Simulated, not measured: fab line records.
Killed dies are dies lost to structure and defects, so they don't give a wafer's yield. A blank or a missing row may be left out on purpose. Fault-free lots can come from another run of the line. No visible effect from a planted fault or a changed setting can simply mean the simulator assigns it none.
A lot that was struck, set against a sound lot || flow sfq line || 19 out of 325 route steps
Sound: the wafers L633.1, L633.3, L633.5. Struck: wafers L629.1, L629.5. (L629.6 of the same lot was not struck and is left out.) The cause comes at the end.
Each step with rows lists, per side, the tool, then ch with its chambers, then its first start. Under that, the readings that differ: sound wafers || struck wafers || difference of the means || sigmas: that difference in standard deviations of wafers without a fault.
alike: words and numbers the same on both sides, and readings whose means are apart by under 2 such deviations; not compared: readings that were withheld, readings missing a value for some wafer, numbers with overlapping values and no deviation given by the record, and bounds like >300 which may hide the same value.
The two part at a step that has a row with sigmas, a row that says differs or no value, or rows on one side only. Numbers that don't overlap but have no deviation are shown without sigmas and don't part them. Lack of a reading on every wafer of one side parts them only where that side has two or more wafers.

SFQ_M7_OVL_MEAS_945:
  sound: overlay-02 at day 80 08:47; struck: overlay-01 at day 77 09:49
  alike: M7_OVL
then, 1 step without rows for these wafers: SFQ_TRILAYER_M7_BARC_OPEN_METAL_ETCH_229 (etches BARC in O2, target depth 125 nm, time 41.7 s).
SFQ_TRILAYER_M7_ETCH_METAL_ETCH_180: etches Nb in Cl2/Ar, stops on SiO2, target depth 240 nm, time 120 s.
  sound on rie metal-02 ch 0,1, day 80 08:53; struck on rie metal-04 ch 0,1, day 77 09:55
  alike: drypump motor current A, oes product au
  not compared: rf hours counter h
SFQ_TRILAYER_M7_STRIP_STRIP_181: strips in O2.
  sound on rie metal-02 ch 0,1, day 80 09:00; struck on rie metal-04 ch 0,1, day 77 10:02
  alike: drypump motor current A, oes product au
  not compared: rf hours counter h
then, 2 steps without rows for these wafers: SFQ_TRILAYER_M7_STRIP_SOLV_CLEAN_182 (cleans in NMP, time 600 s); SFQ_TRILAYER_I7_DEP_PECVD_183 (deposits SiO2 from SiH4/N2O, time 111.11 s, target thk 500 nm).
SFQ_TRILAYER_I7_CMP_CMP_184: polishes SiO2.
  sound on cmp-02 ch 0,1,3, day 81 07:21; struck on cmp-01 ch 0,3, day 77 15:52
  alike: head pressure psi, motor current A, time to endpoint s
SFQ_I7_BOW_MEAS_946:
  sound: film metro-04 at day 81 09:51; struck: film metro-03 at day 77 18:52
  alike: I7_BOW
SFQ_TRILAYER_I7_METRO_MEASURE_185:
  sound: film metro-04 at day 81 09:58; struck: film metro-03 at day 77 18:59
  alike: thk nm
then, 3 steps without rows for these wafers: SFQ_TRILAYER_I7_VIA_LITHO_COAT_192 (resist thk 62 nm); SFQ_TRILAYER_I7_VIA_LITHO_COAT_187 (resist thk 650 nm); SFQ_TRILAYER_I7_VIA_LITHO_SOFTBAKE_191.
-- the record jumps here: 3 days lie between the struck wafers' starts before and after --
SFQ_TRILAYER_I7_VIA_LITHO_EXPOSE_188: exposes mask I7, target cd 1000 nm.
  sound on krf scanner-01 ch 0, day 84 08:30; struck on krf scanner-01 ch 0, day 80 18:10
  alike: mask
then, 2 steps without rows for these wafers: SFQ_TRILAYER_I7_VIA_LITHO_PEB_190 (peb time 60 s); SFQ_TRILAYER_I7_VIA_LITHO_DEVELOP_189 (time 60 s).
SFQ_I7_OVL_MEAS_947:
  sound: overlay-02 at day 84 10:00; struck: overlay-01 at day 80 19:40
  alike: I7_OVL
SFQ_TRILAYER_I7_VIA_BARC_OPEN_VIA_ETCH_260: etches BARC in O2, target depth 125 nm, time 41.7 s.
  sound on rie diel-01 ch 0,1, day 84 10:02; struck on rie diel-04 ch 2,3, day 80 19:42
{"reading": "model.I7.cd nm (nm)", "sound": "996.4 997.7 997.7", "struck": "1011 1010", "difference": "+13", "sigmas": ""}
  alike: drypump motor current A, oes product au
  not compared: rf hours counter h
SFQ_TRILAYER_I7_VIA_ETCH_VIA_ETCH_190: etches SiO2 in CHF3, stops on Nb, target depth 260 nm.
  sound on rie diel-01 ch 0,1, day 84 10:05; struck on rie diel-04 ch 2,3, day 80 19:44
{"reading": "model.I7.cd nm (nm)", "sound": "996.1 997.3 997.2", "struck": "1010 1014", "difference": "+15", "sigmas": ""}
  alike: drypump motor current A, oes product au
SFQ_TRILAYER_I7_VIA_STRIP_STRIP_191: strips in O2.
  sound on rie metal-02 ch 0,1, day 84 10:11; struck on rie metal-03 ch 0, day 80 19:51
  alike: drypump motor current A, oes product au
  not compared: rf hours counter h

== WHERE THEY PART ==
Nowhere in this record.

WHY: what the simulator had put in
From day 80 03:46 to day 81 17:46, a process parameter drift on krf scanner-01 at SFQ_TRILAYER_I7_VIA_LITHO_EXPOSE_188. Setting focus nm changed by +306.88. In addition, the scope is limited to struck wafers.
